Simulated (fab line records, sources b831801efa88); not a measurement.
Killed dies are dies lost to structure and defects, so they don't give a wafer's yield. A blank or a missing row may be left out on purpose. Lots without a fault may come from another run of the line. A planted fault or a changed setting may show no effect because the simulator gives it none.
Problem report in the 8D (eight disciplines) form, filled by code | flow gf180mcu | the parts of the form that need people (team, actions taken, sign-off) are left out

1. THE PROBLEM
temp_c at GF_STI_WET_ETCH_17 reads a mean of 155.18 C on 3 wafers of 1 lot; wafers without a fault read 159.99 C with a standard deviation of 0.14. That is -34 standard deviations from the usual mean.
The step: etches Si3N4 in H3PO4, target depth 45 nm, time 514 s.
First seen on wafer L774.2, day 5 17:48, on wet_bench-04. The record holds 39 wafers of 13 lots with a number at this step. Rule for "out", or "out of limits": more than 4 standard deviations from the usual mean. The other wafers with a number count as sound.

2. WHAT IT IS AND WHAT IT IS NOT
question                    | is                        | is not
which readings at this step | temp_c, bath_guard_temp_C | -
which lots                  | L774                      | L757, L758, L759, L760, L761, L762, L765, L775, L776, L778, L779, L780
which wafers of those lots  | all that have a number    | -
read on which tools         | wet_bench-04              | wet_bench-01, wet_bench-02
when                        | from day 5 17:48          | up to then (21 sound wafers); but 15 sound wafers of L775, L776, L778, L779, L780 came after

3. SUSPECTS, AND WHAT RULES EACH OUT
Counting: a tool at a process step up to the reading stays a suspect if it ran every lot that is out and no sound lot after the first of them.
- wet_bench-04 at GF_STI_WET_ETCH_17 (etches Si3N4 in H3PO4, target depth 45 nm, time 514 s): ruled out as a lasting fault. Sound lots L779 ran on it after its first lot that is out, L774 (day 5 17:48).
Left after counting: nothing in the record.

4. THE CAUSE (what the simulator had put in)
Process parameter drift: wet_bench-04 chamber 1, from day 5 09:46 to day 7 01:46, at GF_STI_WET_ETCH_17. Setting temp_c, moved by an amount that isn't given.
Counting ruled it out, wrongly.

5. THE CHAIN OF EFFECTS, in route order
Each row: a reading whose mean over the struck wafers that have a number lies more than 3 standard deviations from the usual. Only readings for which the record gives a usual standard deviation are gone through. hours: the time from each lot's start at the first step in this table that gives one to its start at this step, as a median over the lots. sigmas: the change in usual standard deviations.
hours | step               | reading           | usual    | on struck wafers | change | sigmas
0     | GF_STI_WET_ETCH_17 | bath_guard_temp_C | 159.8 C  | 154.4            | -5.4   | -9.4
0     | GF_STI_WET_ETCH_17 | temp_c            | 159.99 C | 155.18           | -4.81  | -34
The process steps in it:
- GF_STI_WET_ETCH_17: etches Si3N4 in H3PO4, target depth 45 nm, time 514 s.
Later measuring or inspecting steps at which every struck wafer that the step has a row for has a number for every such reading, and none has moved that far: GF_VT_IMPLANT_OVL_MEAS_07.

6. WHAT WOULD HAVE CAUGHT IT SOONER
In this record the first reading out of limits was taken at day 5 17:48, 8 hours after the fault began at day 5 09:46.
